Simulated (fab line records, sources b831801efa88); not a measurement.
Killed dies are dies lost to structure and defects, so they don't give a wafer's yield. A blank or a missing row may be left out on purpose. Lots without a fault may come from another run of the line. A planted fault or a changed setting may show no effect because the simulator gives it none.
fab line records | flow sky130
record lots=5 wafers=15 last_day=50
route steps=708 shown VIA2@527 METAL3@532 CAPM@537 PAD_OPEN@708
lots that met no fault: from a run of the same line without faults
start_h: hours from the record's first day to the start of the lot's first wafer shown | wait_h: hours since the lot's step before | " the same as in the row above | L1.1+2: a row that stands for several wafers | - no value, or no start given | * or withheld: withheld | < > ~ a bound
route shown NAME@n: a module of which the file shows steps, and the number in the route of the first | usual: mean/standard deviation of fault-free wafers | same: alike in all rows | chamber/n: place in a boat | sites: the reading at each site | _std_site: their standard deviation | _edge_site: outer sites' mean less inner sites' | radius_mm: how far each site lies from the wafer's centre | mask NAME#n: copy n | behind: the tool/chamber that last shaped the wafer | hold: why the lot was held/for how many hours/how that ended | device: the transistor (n, p or np) that didn't switch | end of line: the same wafers' tests at the end of the route | a step without rows: its recipe alone | killed: dies lost to structure and defects at the first sort, not the wafer's yield | map: a wafer's dies, x killed, . not, _ none there
set.NAME: the setting as run; set.NAME@STEP: as run at that earlier step | model.NAME: the simulator's own value behind a step, which no gauge read
lots at some steps of the route; a table a step, a row a wafer
services: from which hour (start_h, from the record's first day; less than 0 if before it) a tool's chamber was out of use, for how many hours, and why
## steps
# step SKY_VIA2_SPUTTER_20
# recipe material=TiN target_thk_nm=20 chamber_pressure_pa=5 power_w=4000 time_s=80
# usual cathode_dc_power_W=4000.0/0.64 throttle_valve_pct=29.9/0.87
# columns lot.wafer tool chamber start_h wait_h cathode_dc_power_W throttle_valve_pct
L517.2 pvd_sputter-03 - 871.14 0.0 4000.9 29.1
L517.3 " - " " 3999.9 29.0
L517.6 " - " " 3999.5 29.0
L524.1 pvd_sputter-02 - 935.92 0.0 4000.0 31.1
L524.3 " - " " 4000.0 30.6
L524.5 " - " " 4001.3 30.7
L529.2 pvd_sputter-01 - 963.07 0.0 3999.9 30.8
L529.3 " - " " 3999.0 30.1
L529.5 " - " " 3999.4 29.0
L530.3 pvd_sputter-01 - 964.20 0.0 3999.4 31.0
L530.4 " - " " 4000.0 30.5
L530.6 " - " " 3999.1 29.3
L537.1 pvd_sputter-02 - 1013.98 0.0 3999.5 30.4
L537.5 " - " " 4000.1 28.5
L537.6 " - " " 4000.8 30.7
# step SKY_VIA2_CVD_21
# recipe material=W target_thk_nm=420 time_s=126.4 temp_c=400 pressure_torr=40
# step SKY_VIA2_RS_MEAS_22
# recipe thk_meas_gauge=four-point-probe reads=W_of_VIA2_CVD_21+TiN_of_VIA2_SPUTTER_20
# usual VIA2_W_RS=0.275/0.0032
# columns lot.wafer tool chamber start_h wait_h VIA2_W_RS[ohm/sq]
L517.2 film_metro-01 - 871.36 0.1 0.272
L517.3 " - " " 0.270
L517.6 " - " " 0.270
L524.1 film_metro-03 - 936.16 0.1 0.279
L524.3 " - " " 0.279
L524.5 " - " " 0.274
L529.2 film_metro-03 - 963.28 0.1 0.272
L529.3 " - " " 0.273
L529.5 " - " " 0.272
L530.3 film_metro-01 - 964.44 0.1 0.274
L530.4 " - " " 0.278
L530.6 " - " " 0.275
L537.1 film_metro-01 - 1014.17 0.1 0.272
L537.5 " - " " 0.274
L537.6 " - " " 0.274
# step SKY_VIA2_THK_MEAS_23
# recipe thk_meas_gauge=xrf reads=W_of_VIA2_CVD_21
# usual VIA2_W_THK=429/10
# columns lot.wafer tool chamber start_h wait_h VIA2_W_THK[nm]
L517.2 film_metro-01 - 871.47 0.1 433
L517.3 " - " " 436
L517.6 " - " " 443
L524.1 film_metro-03 - 936.28 0.1 434
L524.3 " - " " 430
L524.5 " - " " 439
L529.2 film_metro-03 - 963.39 0.1 442
L529.3 " - " " 444
L529.5 " - " " 444
L530.3 film_metro-01 - 964.54 0.1 434
L530.4 " - " " 424
L530.6 " - " " 428
L537.1 film_metro-01 - 1014.29 0.1 424
L537.5 " - " " 422
L537.6 " - " " 417
# step SKY_VIA2_CMP_24
# recipe stop_on=SiO2 t_overpolish_s=20 down_force_psi=3.5 platen_rpm=60 target_thk_nm=0 pad_velocity_m_s=0.94248
# step SKY_METAL3_SPUTTER_00
# recipe material=Ti target_thk_nm=15 power_w=2969 time_s=10 chamber_pressure_pa=0.4
# step SKY_METAL3_SPUTTER_01
# recipe material=TiN target_thk_nm=20 power_w=6500 time_s=16.7 chamber_pressure_pa=0.4
# step SKY_METAL3_SPUTTER_02
# recipe material=AlCu target_thk_nm=735 power_w=10600 time_s=39.1 chamber_pressure_pa=0.4
# usual cathode_dc_power_W=10600/1.7 throttle_valve_pct=29.9/0.84
# columns lot.wafer tool chamber start_h wait_h cathode_dc_power_W throttle_valve_pct
L517.2 pvd_sputter-03 - 871.86 0.0 10600 29.4
L517.3 " - " " 10597 29.9
L517.6 " - " " 10601 30.0
L524.1 pvd_sputter-02 - 936.68 0.0 10600 31.1
L524.3 " - " " 10600 29.9
L524.5 " - " " 10599 31.3
L529.2 pvd_sputter-03 - 963.79 0.0 10602 29.7
L529.3 " - " " 10599 29.8
L529.5 " - " " 10598 29.1
L530.3 pvd_sputter-04 - 964.92 0.0 10602 30.0
L530.4 " - " " 10602 30.2
L530.6 " - " " 10598 30.8
L537.1 pvd_sputter-04 - 1014.87 0.0 10599 30.4
L537.5 " - " " 10598 29.1
L537.6 " - " " 10602 29.1
# step SKY_METAL3_SPUTTER_03
# recipe material=Ti target_thk_nm=5 power_w=3000 time_s=3.3 chamber_pressure_pa=0.4
# step SKY_METAL3_SPUTTER_04
# recipe material=TiN target_thk_nm=70 power_w=6500 time_s=58.3 chamber_pressure_pa=0.3922
# step SKY_CAPM_CVD_00
# recipe material=SiO2 target_thk_nm=15.5 temp_c=400 time_s=withheld rf_w=450
# usual heater_power_w=707/88 susceptor_temp_C=400.01/0.22
# columns lot.wafer tool chamber start_h wait_h heater_power_w susceptor_temp_C
L517.2 pecvd-02 2 871.97 0.0 754 399.80
L517.3 " 1 " " 546 399.65
L517.6 " 0 " " 778 399.82
L524.1 pecvd-03 2 936.79 0.0 657 400.43
L524.3 " 1 " " 749 399.94
L524.5 " 1 " " 752 400.07
L529.2 pecvd-02 2 963.90 0.0 725 400.34
L529.3 " 1 " " 642 399.72
L529.5 " 1 " " 656 399.75
L530.3 pecvd-01 0 965.03 0.0 639 399.83
L530.4 " 0 " " 625 400.07
L530.6 " 2 " " 637 399.75
L537.1 pecvd-01 0 1014.97 0.0 683 400.11
L537.5 " 0 " " 714 399.79
L537.6 " 2 " " 753 400.23
# step SKY_CAPM_THK_MEAS_01
# recipe reads=SiO2_of_CAPM_CVD_00
# usual CAPM_CVD_00_THK=15.59/0.27
# columns lot.wafer tool chamber start_h wait_h CAPM_CVD_00_THK[nm]
L517.2 film_metro-01 - 872.00 - 15.15
L517.3 " - " " 14.96
L517.6 " - " " 15.41
L524.1 film_metro-03 - 936.82 - 15.13
L524.3 " - " " 15.87
L524.5 " - " " 15.72
L529.2 film_metro-01 - 963.93 - 15.56
L529.3 " - " " 15.38
L529.5 " - " " 15.42
L530.3 film_metro-01 - 965.07 - 15.67
L530.4 " - " " 16.26
L530.6 " - " " 15.79
L537.1 film_metro-03 - 1014.99 - 15.49
L537.5 " - " " 15.87
L537.6 " - " " 15.51
# step SKY_CAPM_SPUTTER_02
# recipe material=TiN target_thk_nm=200 temp_c=300 power_w=6500 time_s=166.7 chamber_pressure_pa=0.4
# usual cathode_dc_power_W=6500.1/1.1 susceptor_temp_C=299.97/0.19 throttle_valve_pct=30.3/0.88
# columns lot.wafer tool chamber start_h wait_h cathode_dc_power_W susceptor_temp_C throttle_valve_pct model.TiN_of_CAPM_SPUTTER_02.thk_nm
L517.2 pvd_sputter-01 - 872.05 0.0 6499.7 300.16 30.7 198.9
L517.3 " - " " 6499.0 300.11 30.5 201.2
L517.6 " - " " 6499.2 299.91 30.9 199.7
L524.1 pvd_sputter-01 - 936.88 0.1 6499.7 300.04 30.5 199.2
L524.3 " - " " 6499.7 300.28 30.6 200.9
L524.5 " - " " 7329.5 299.98 31.4 225.9
L529.2 pvd_sputter-04 - 963.98 0.0 6501.4 299.56 30.4 200.3
L529.3 " - " " 6500.4 300.15 30.6 201.2
L529.5 " - " " 6499.9 300.11 30.8 201.2
L530.3 pvd_sputter-02 - 965.11 0.0 6501.4 300.16 28.5 201.5
L530.4 " - " " 6499.3 299.98 30.7 199.7
L530.6 " - " " 6499.8 300.05 30.8 199
L537.1 pvd_sputter-02 - 1015.05 0.1 6500.0 300.16 30.9 198.9
L537.5 " - " " 6499.4 300.13 28.9 202.7
L537.6 " - " " 6499.1 300.12 30.6 198.5
# step SKY_CAPM_RS_MEAS_03
# recipe thk_meas_gauge=four-point-probe reads=TiN_of_CAPM_SPUTTER_02
# usual CAPM_TIN_RS=6.91/0.062
# columns lot.wafer tool chamber start_h wait_h CAPM_TIN_RS[ohm/sq]
L517.2 film_metro-04 - 872.18 0.1 6.97
L517.3 " - " " 6.89
L517.6 " - " " 6.93
L524.1 film_metro-04 - 936.99 0.1 6.94
L524.3 " - " " 6.89
L524.5 " - " " 6.12
L529.2 film_metro-03 - 964.11 0.1 6.90
L529.3 " - " " 6.87
L529.5 " - " " 6.86
L530.3 film_metro-03 - 965.26 0.1 6.84
L530.4 " - " " 6.92
L530.6 " - " " 6.94
L537.1 film_metro-03 - 1015.16 0.1 6.95
L537.5 " - " " 6.83
L537.6 " - " " 6.96
# step SKY_CAPM_THK_MEAS_04
# recipe thk_meas_gauge=xrf reads=TiN_of_CAPM_SPUTTER_02
# usual CAPM_TIN_THK=198.0/2.5
# columns lot.wafer tool chamber start_h wait_h CAPM_TIN_THK[nm]
L517.2 film_metro-04 - 872.29 0.1 196.5
L517.3 " - " " 199.0
L517.6 " - " " 196.7
L524.1 film_metro-04 - 937.11 0.1 195.7
L524.3 " - " " 196.2
L524.5 " - " " 221.2
L529.2 film_metro-03 - 964.22 0.1 199.8
L529.3 " - " " 201.4
L529.5 " - " " 200.3
L530.3 film_metro-03 - 965.36 0.1 200.8
L530.4 " - " " 199.5
L530.6 " - " " 198.0
L537.1 film_metro-03 - 1015.28 0.1 199.1
L537.5 " - " " 203.5
L537.6 " - " " 199.3
# step SKY_CAPM_DEHYDRATE_05
# recipe temp_c=200 time_s=60
# step SKY_CAPM_HMDS_06
# recipe prime_time_s=60 prime_temp_c=120
# step SKY_CAPM_COAT_07
# recipe resist=NOVOLAK spin_rpm=3000 resist_thk_nm=1140
# step SKY_CAPM_SOFTBAKE_08
# recipe temp_c=90 time_s=60 resist=NOVOLAK
# step SKY_CAPM_EXPOSE_09
# recipe mask_id=CAPM na=0.6 source_shape=conventional sigma_outer=0.6 polarization=unpolarized target_cd_nm=1000 dose_mj=159
# step SKY_CAPM_PEB_10
# recipe temp_c=withheld time_s=* resist=NOVOLAK
# step SKY_CAPM_DEVELOP_11
# recipe resist=NOVOLAK developer=TMAH develop_time_s=60 dev_temp_c=23
# step SKY_CAPM_OVL_MEAS_12
# usual CAPM_OVL=0.3/1.5
# columns lot.wafer tool chamber start_h wait_h CAPM_OVL[nm]
L517.2 overlay-02 - 897.28 0.1 0.9
L517.3 " - " " -0.2
L517.6 " - " " 2.0
L524.1 overlay-01 - 961.52 0.1 -0.8
L524.3 " - " " 0.5
L524.5 " - " " -0.9
L529.2 overlay-02 - 987.88 0.1 2.6
L529.3 " - " " 3.5
L529.5 " - " " 2.1
L530.3 overlay-01 - 988.75 0.1 -0.7
L530.4 " - " " 0.2
L530.6 " - " " -0.9
L537.1 overlay-02 - 1037.31 0.1 -1.0
L537.5 " - " " 2.8
L537.6 " - " " 1.4
# step SKY_CAPM_METAL_ETCH_13
# recipe target_depth_nm=220 stop_on=SiO2 chemistry=Cl2/BCl3 target=TiN pressure_mtorr=10 icp_w=900 bias_w=48.5 Cl2_flow_sccm=60 bcl3_flow_sccm=30 time_s=62.9
# usual drypump_motor_current_A=6.03/0.27 oes_product_au=0.943/0.0069 throttle_valve_pct=21.901/0.0091
# columns lot.wafer tool chamber start_h wait_h drypump_motor_current_A oes_product_au rf_hours_counter_h throttle_valve_pct
L517.2 rie_metal-03 1 897.31 0.0 6.09 0.949 6 21.901
L517.3 " 1 " " 6.07 0.937 - 21.908
L517.6 " 1 " " 6.05 0.942 - 21.910
L524.1 rie_metal-02 1 961.56 0.0 5.42 0.941 11 21.908
L524.3 " 1 " " 5.43 0.941 - 21.907
L524.5 " 1 " " 5.42 0.988 - 21.874
L529.2 rie_metal-04 0 987.91 0.0 6.08 0.939 6 21.903
L529.3 " 1 " " 6.22 0.948 - 21.922
L529.5 " 0 " " 6.08 0.945 - 21.895
L530.3 rie_metal-02 0 988.80 0.0 6.18 0.943 - 21.896
L530.4 " 1 " " 5.43 0.942 - 21.890
L530.6 " 1 " " 5.44 0.942 - 21.881
L537.1 rie_metal-02 1 1037.35 0.0 5.39 0.937 14 21.906
L537.5 " 1 " " 5.43 0.947 - 21.904
L537.6 " 1 " " 5.42 0.939 - 21.893
# step SKY_CAPM_STRIP_14
# recipe chemistry=O2/N2 power_w=1400 pressure_mtorr=1500 platen_temp_c=withheld o2_flow_sccm=3000 n2_flow_sccm=300 overash_fraction=0.5
# step SKY_CAPM_STRIP_15
# recipe chemistry=post_etch_residue_remover time_s=1200 temp_c=72.5
# step SKY_CAPM_CLEAN_16
# recipe chemistry=IPA time_s=180 temp_c=25
# step SKY_CAPM_CLEAN_17
# recipe chemistry=O3/DIW dry=n2_spin
# step SKY_METAL3_DEHYDRATE_05
# recipe temp_c=200 time_s=60
# step SKY_METAL3_HMDS_06
# recipe prime_time_s=60 prime_temp_c=120
# step SKY_METAL3_COAT_07
# recipe resist=BARC temp_c=withheld time_s=withheld spin_rpm=3000 resist_thk_nm=60
# step SKY_METAL3_COAT_08
# recipe resist=KrF-thick spin_rpm=3000 resist_thk_nm=1140
# step SKY_METAL3_SOFTBAKE_09
# recipe temp_c=100 time_s=90 resist=KrF-thick
# step SKY_METAL3_EXPOSE_10
# recipe mask_id=MM3 na=0.68 source_shape=annular sigma_inner=0.4 sigma_outer=0.8 target_cd_nm=300 dose_mj=28
# step SKY_METAL3_PEB_11
# recipe peb_temp_c=withheld peb_time_s=withheld resist=KrF-thick
# step SKY_METAL3_DEVELOP_12
# recipe develop_time_s=60 resist=KrF-thick dev_temp_c=21
# step SKY_METAL3_CD_MEAS_13
# recipe target_cd_nm=300
# usual cd_nm=300.3/1.5
# columns lot.wafer tool chamber start_h wait_h cd_nm
L517.2 cd_sem-02 - 923.03 - 299.7
L517.3 " - " " 300.7
L517.6 " - " " 300.9
L524.1 cd_sem-01 - 986.26 - 299.2
L524.3 " - " " 299.7
L524.5 " - " " 298.2
L529.2 cd_sem-02 - 1012.13 - 301.0
L529.3 " - " " 301.5
L529.5 " - " " 301.9
L530.3 cd_sem-01 - 1012.54 - 300.7
L530.4 " - " " 301.1
L530.6 " - " " 300.8
L537.1 cd_sem-01 - 1061.00 - 301.2
L537.5 " - " " 299.5
L537.6 " - " " 301.3
# step SKY_METAL3_OVL_MEAS_14
# usual METAL3_OVL=0/5.9
# columns lot.wafer tool chamber start_h wait_h METAL3_OVL[nm]
L517.2 overlay-01 - 923.14 0.1 -3
L517.3 " - " " 5
L517.6 " - " " -3
L524.1 overlay-02 - 986.38 0.1 -7
L524.3 " - " " -2
L524.5 " - " " 1
L529.2 overlay-01 - 1012.24 0.1 6
L529.3 " - " " 9
L529.5 " - " " 8
L530.3 overlay-01 - 1012.63 0.1 -1
L530.4 " - " " -3
L530.6 " - " " 2
L537.1 overlay-02 - 1061.12 0.1 7
L537.5 " - " " -1
L537.6 " - " " 2
# step SKY_METAL3_DESCUM_15
# recipe chemistry=O2 source_power_w=150 bias_power_w=0 pressure_mtorr=10 temp_c=40 time_s=8
# step SKY_METAL3_ETCH_16
# recipe chemistry=N2/H2 target=BARC ion_energy_ev=200 bias_w=100 pressure_mtorr=30 n2_flow_sccm=100 h2_flow_sccm=200 icp_w=500 stop_on=SiO2 time_s=88.2 target_depth_a=600
# usual drypump_motor_current_A=6.1/0.42 oes_product_au=0.626/0.0045 throttle_valve_pct=13.204/0.0089
# columns lot.wafer tool chamber start_h wait_h drypump_motor_current_A oes_product_au rf_hours_counter_h throttle_valve_pct
L517.2 rie_metal-04 0 923.20 0.0 6.1 0.626 3 13.207
L517.3 " 1 " " 6.2 0.626 - 13.209
L517.6 " 1 " " 6.3 0.629 - 13.206
L524.1 rie_metal-04 1 986.46 0.0 6.3 0.621 13 13.193
L524.3 " 0 " " 6.1 0.633 - 13.203
L524.5 " 1 " " 6.3 0.628 - 13.198
L529.2 rie_metal-01 0 1012.30 0.0 6.8 0.624 13 13.206
L529.3 " 0 " " 6.8 0.624 - 13.217
L529.5 " 1 " " 5.4 0.617 - 13.199
L530.3 rie_metal-03 0 1012.72 0.0 6.2 0.626 - 13.202
L530.4 " 1 " " 6.1 0.624 - 13.218
L530.6 " 0 " " 6.2 0.626 - 13.208
L537.1 rie_metal-01 1 1061.19 0.0 5.3 0.632 13 13.204
L537.5 " 0 " " 6.8 0.619 - 13.191
L537.6 " 1 " " 5.4 0.624 - 13.204
# step SKY_METAL3_ETCH_17
# recipe target=SiO2 stop_on=TiN chemistry=C4F8/O2/Ar source_w=1500 bias_w=1200 pressure_mtorr=40 c4f8_flow_sccm=withheld O2_flow_sccm=6 Ar_flow_sccm=300 time_s=3.9 target_depth_a=150
# step SKY_METAL3_METAL_ETCH_18
# recipe target_depth_a=8450 stop_on=SiO2 over_etch_frac=0.3 time_s=183.1 chemistry=Cl2/BCl3 resist_sidewall_deg=88 pressure_mtorr=10 icp_w=900 bias_w=48.5 Cl2_flow_sccm=60 bcl3_flow_sccm=30
# usual drypump_motor_current_A=6.1/0.47 oes_product_au=0.867/0.0068 throttle_valve_pct=22.266/0.0096
# columns lot.wafer tool chamber start_h wait_h drypump_motor_current_A oes_product_au rf_hours_counter_h throttle_valve_pct
L517.2 rie_metal-03 0 923.32 0.0 6.2 0.866 13 22.258
L517.3 " 0 " " 6.2 0.861 - 22.266
L517.6 " 0 " " 6.2 0.865 - 22.265
L524.1 rie_metal-01 1 986.61 0.0 5.3 0.875 8 22.281
L524.3 " 0 " " 6.8 0.871 - 22.252
L524.5 " 1 " " 5.3 0.862 - 22.275
L529.2 rie_metal-04 0 1012.42 0.0 6.1 0.868 7 22.259
L529.3 " 1 " " 6.2 0.871 - 22.275
L529.5 " 1 " " 6.2 0.862 - 22.269
L530.3 rie_metal-01 1 1012.87 0.1 5.3 0.875 - 22.277
L530.4 " 0 " " 6.8 0.878 - 22.267
L530.6 " 0 " " 6.8 0.869 - 22.249
L537.1 rie_metal-03 1 1061.31 0.0 6.1 0.865 16 22.267
L537.5 " 1 " " 6.1 0.865 - 22.273
L537.6 " 0 " " 6.2 0.873 - 22.273
# step SKY_METAL3_STRIP_20
# recipe chemistry=post_etch_residue_remover time_s=1200 temp_c=72.5
# columns lot.wafer tool chamber start_h wait_h model.TiN_of_CAPM_SPUTTER_02.thk_nm
L517.2 wet_bench-03 3 923.59 0.1 198.1
L517.3 " 3 " " 200.4
L517.6 " 3 " " 198.8
L524.1 wet_bench-04 2 986.89 0.1 198.3
L524.3 " 2 " " 200.1
L524.5 " 2 " " 225.1
L529.2 wet_bench-01 3 1012.69 0.1 199.4
L529.3+5 " 3 " " 200.3
L530.3 wet_bench-04 1 1013.08 0.0 200.7
L530.4 " 1 " " 198.8
L530.6 " 1 " " 198.1
L537.1 wet_bench-01 0 1061.58 0.1 198.1
L537.5 " 0 " " 201.8
L537.6 " 0 " " 197.6
# step SKY_PAD_OPEN_PROBE_99
# usual defect_limited_yield=82.4/2 killed_at_M0_to_M3=43/7 killed_at_M4_up=3.3/1.8 killed_at_contacts=24/6.2 killed_at_front_end=16/4.7 killed_at_other=0.4/0.58 killed_dies=87/10 killed_open=47/6.4 killed_short=39/7
# same gross_dies=492 killed_at_back_side=0
# columns lot.wafer tool chamber start_h wait_h defect_limited_yield[%] killed_at_M0_to_M3 killed_at_M4_up killed_at_contacts killed_at_front_end killed_at_other killed_dies killed_open killed_short model.etest.met3.line_ohm_um model.etest.tester.sort_n_pass model.etest.via3_chain.rc_ohm model.etest.met3.rs_ohm_sq model.etest.tester.sort_yield_pct model.etest.tester.sort_bin_4_pct model.etest.met3.rs_ohm_sq_rim_less_centre model.etest.diode_pdiff_nwell_hv.under_floor
L517.2 prober-02 - 1091.26 0.1 83.1 41 2 32 8 0 83 46 37 0.1432 409 10.12 0.04314 83.13 0 -0.0003025 0
L517.3 prober-02 - 1091.31 0.2 81.7 36 4 36 14 0 90 49 41 0.1475 402 10.27 0.04409 81.71 0 -0.0005885 0
L517.6 prober-02 - 1091.46 0.2 78.7 40 6 44 15 0 105 49 56 0.1419 387 10.23 0.0426 78.66 0 -0.0003237 0
L524.1 prober-01 - 1147.29 0.1 78.7 45 6 36 17 1 105 59 45 0.1456 387 9.562 0.04272 78.66 0 5.222e-05 0
L524.3 prober-01 - 1147.39 0.2 83.9 38 3 27 11 0 79 43 35 0.1484 413 10.75 0.04254 83.94 0 5.233e-05 0
L524.5 prober-01 - 1147.49 0.2 82.9 47 3 22 12 0 84 44 40 436 0 344.2 131.3 0 82.93 22.07 1
L529.2 prober-02 - 1166.19 0.1 85.4 37 2 24 9 0 72 48 24 0.1402 420 10.41 0.04258 85.37 0 0.0003529 0
L529.3 prober-02 - 1166.24 0.2 76.2 59 5 31 22 0 117 69 48 0.1424 375 10.35 0.04272 76.22 0 8.552e-05 0
L529.5 prober-02 - 1166.34 0.2 83.5 42 4 24 11 0 81 52 29 0.1413 411 9.489 0.04258 83.54 0 0.0003254 0
L530.3 prober-01 - 1167.26 0.2 82.1 51 3 23 11 0 88 48 40 0.1391 404 9.951 0.0414 82.11 0 6.69e-05 0
L530.4 prober-01 - 1167.31 0.2 83.3 36 5 18 23 0 82 47 35 0.1426 410 10.18 0.04155 83.33 0 -0.0001999 0
L530.6 prober-01 - 1167.41 0.2 83.7 45 2 18 14 1 80 47 32 0.1415 412 10.29 0.04132 83.74 0 6.435e-05 0
L537.1 prober-02 - 1203.24 0.1 82.1 43 3 21 21 0 88 36 52 0.1388 404 9.893 0.04238 82.11 0 0.0002325 0
L537.5 prober-02 - 1203.44 0.2 79.7 50 5 26 19 0 100 58 42 0.1437 392 10.02 0.04226 79.67 0 -0.0001756 0
L537.6 prober-02 - 1203.49 0.2 81.5 45 5 24 17 0 91 59 32 0.1423 401 9.49 0.04254 81.5 0 0.0006522 0
# killed by level:class
L517.2 VIA1:geometric_particle:open=13 CONTACT:geometric_particle:short=8 CONTACT:geometric_particle:open=7 LI_CONTACT:geometric_particle:open=6 VIA1:geometric_particle:short=6 LOCAL_INTERCONNECT:geometric_particle:open=5 METAL1:geometric_particle:short=5 VIA3:geometric_particle:open=5
L517.3 CONTACT:geometric_particle:open=16 VIA1:geometric_particle:open=8 METAL2:geometric_particle:short=8 LOCAL_INTERCONNECT:geometric_particle:short=7 CONTACT:geometric_particle:short=6 VIA3:geometric_particle:open=6 LI_CONTACT:geometric_particle:open=5 METAL1:geometric_particle:short=5
L517.6 CONTACT:geometric_particle:open=13 LI_CONTACT:geometric_particle:short=9 CONTACT:geometric_particle:short=8 VIA1:geometric_particle:open=8 LOCAL_INTERCONNECT:geometric_particle:short=6 METAL3:geometric_particle:short=6 LI_CONTACT:geometric_particle:open=6 METAL1:geometric_particle:short=6
L524.1 LI_CONTACT:geometric_particle:open=11 CONTACT:geometric_particle:open=10 VIA2:geometric_particle:open=8 VIA3:geometric_particle:open=8 METAL2:geometric_particle:short=7 VIA1:geometric_particle:open=7 VIA3:geometric_particle:short=7 POLY_GATE:geometric_particle:short=5
L524.3 VIA1:geometric_particle:open=11 LI_CONTACT:geometric_particle:open=9 CONTACT:geometric_particle:open=9 LOCAL_INTERCONNECT:geometric_particle:short=5 METAL1:geometric_particle:short=5 VIA1:geometric_particle:short=5 VIA3:geometric_particle:short=5 POLY_GATE:geometric_particle:open=4
L524.5 METAL2:geometric_particle:short=10 VIA1:geometric_particle:open=10 LI_CONTACT:geometric_particle:open=9 VIA2:geometric_particle:open=7 VIA3:geometric_particle:open=6 CONTACT:geometric_particle:open=5 FIELD_ISO:geometric_particle:short=4 CONTACT:geometric_particle:short=4
L529.2 VIA1:geometric_particle:open=13 CONTACT:geometric_particle:open=11 LI_CONTACT:geometric_particle:open=6 VIA2:geometric_particle:open=6 VIA1:geometric_particle:short=5 SPACER:geometric_particle:open=3 LOCAL_INTERCONNECT:geometric_particle:short=3 VIA3:geometric_particle:short=3
L529.3 VIA1:geometric_particle:open=16 CONTACT:geometric_particle:open=12 VIA3:geometric_particle:open=10 METAL1:geometric_particle:short=9 FIELD_ISO:geometric_particle:open=8 LI_CONTACT:geometric_particle:open=8 VIA1:geometric_particle:short=7 LOCAL_INTERCONNECT:geometric_particle:short=5
L529.5 VIA1:geometric_particle:open=12 CONTACT:geometric_particle:open=10 VIA3:geometric_particle:open=9 FIELD_ISO:geometric_particle:open=7 LI_CONTACT:geometric_particle:open=5 CONTACT:geometric_particle:short=5 METAL3:geometric_particle:short=5 METAL1:geometric_particle:short=4
L530.3 VIA1:geometric_particle:open=15 VIA2:geometric_particle:open=10 CONTACT:geometric_particle:short=7 CONTACT:geometric_particle:open=6 LI_CONTACT:geometric_particle:open=5 METAL1:geometric_particle:short=5 VIA1:geometric_particle:short=5 VIA3:geometric_particle:short=5
L530.4 CONTACT:geometric_particle:open=8 VIA1:geometric_particle:open=8 POLY_GATE:geometric_particle:short=7 LI_CONTACT:geometric_particle:open=6 VIA3:geometric_particle:open=6 VIA2:geometric_particle:open=5 FIELD_ISO:geometric_particle:short=4 POLY_GATE:geometric_particle:open=4
L530.6 VIA1:geometric_particle:open=12 VIA2:geometric_particle:open=10 LI_CONTACT:geometric_particle:open=8 VIA3:geometric_particle:open=5 FIELD_ISO:geometric_particle:open=4 FIELD_ISO:geometric_particle:short=4 POLY_GATE:geometric_particle:short=3 LOCAL_INTERCONNECT:geometric_particle:short=3
L537.1 VIA1:geometric_particle:open=7 VIA2:geometric_particle:short=7 LOCAL_INTERCONNECT:geometric_particle:short=5 CONTACT:geometric_particle:open=5 CONTACT:geometric_particle:short=5 METAL2:geometric_particle:short=5 VIA3:geometric_particle:open=5 FIELD_ISO:geometric_particle:short=4
L537.5 CONTACT:geometric_particle:open=13 VIA1:geometric_particle:open=10 VIA3:geometric_particle:open=10 METAL2:geometric_particle:short=9 FIELD_ISO:geometric_particle:open=5 CONTACT:geometric_particle:short=5 VIA2:geometric_particle:open=5 LOCAL_INTERCONNECT:geometric_particle:short=4
L537.6 VIA1:geometric_particle:open=12 CONTACT:geometric_particle:open=10 LI_CONTACT:geometric_particle:open=8 VIA3:geometric_particle:open=8 METAL2:geometric_particle:short=5 FIELD_ISO:geometric_particle:open=4 POLY_GATE:geometric_particle:open=4 SPACER:geometric_particle:open=4
## services
# columns tool chamber start_h hours kind
pecvd-01 0 873.86 8.0 repair
pvd_sputter-03 0 880.90 - consumable_replace:kit
pvd_sputter-03 0 880.90 18.0 scheduled_down
pvd_sputter-03 0 880.90 18.0 vent_cycle
pecvd-02 2 895.68 5.6 repair
pecvd-01 - 897.81 0.9 repair
pecvd-03 - 905.72 6.0 pm
pvd_sputter-02 0 914.09 - consumable_replace:kit
pvd_sputter-02 0 914.09 18.0 scheduled_down
pvd_sputter-02 0 914.09 18.0 vent_cycle
pvd_sputter-03 - 924.89 2.9 repair
pecvd-01 - 940.67 1.5 repair
pvd_sputter-01 - 954.81 4.3 repair
rie_metal-03 0 964.31 4.1 repair
pecvd-03 2 974.31 60.7 repair
rie_metal-04 1 988.97 15.5 repair
pecvd-02 2 992.45 4.6 repair
rie_metal-02 - 1010.42 26.5 repair
pvd_sputter-01 2 1013.54 - consumable_replace:kit
pvd_sputter-01 2 1013.54 18.0 scheduled_down
pvd_sputter-01 2 1013.54 18.0 vent_cycle
pecvd-03 - 1046.62 2.8 pm
rie_metal-04 - 1048.09 2.8 pm
pvd_sputter-04 - 1048.40 6.9 repair
## key
first_sign step=SKY_CAPM_SPUTTER_02 reading=cathode_dc_power_W direction=up sigmas=99+ usual=6500.1 struck=7329.5
effect step=SKY_CAPM_RS_MEAS_03 reading=CAPM_TIN_RS direction=down sigmas=13 usual=6.91 struck=6.12
effect step=SKY_CAPM_THK_MEAS_04 reading=CAPM_TIN_THK direction=up sigmas=9.2 usual=198.0 struck=221.2
effect step=SKY_CAPM_METAL_ETCH_13 reading=oes_product_au direction=up sigmas=6.7 usual=0.943 struck=0.988
model_effect step=SKY_CAPM_SPUTTER_02 value=TiN_of_CAPM_SPUTTER_02.thk_nm without=200.4 struck=225.9
model_effect step=SKY_METAL3_STRIP_20 value=TiN_of_CAPM_SPUTTER_02.thk_nm without=199.6 struck=225.1
model_effect step=SKY_PAD_OPEN_PROBE_99 value=etest.met3.line_ohm_um without=0.1414 struck=436
met_at SKY_CAPM_SPUTTER_02
struck_wafers L524.5
fault kind=process_parameter_drift tool=pvd_sputter-01 chamber=- onset_h=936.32 steps=SKY_CAPM_SPUTTER_02 channel=power_w offset=* shape=step end_h=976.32 acts_in=* stated=* scope=struck_wafers_only
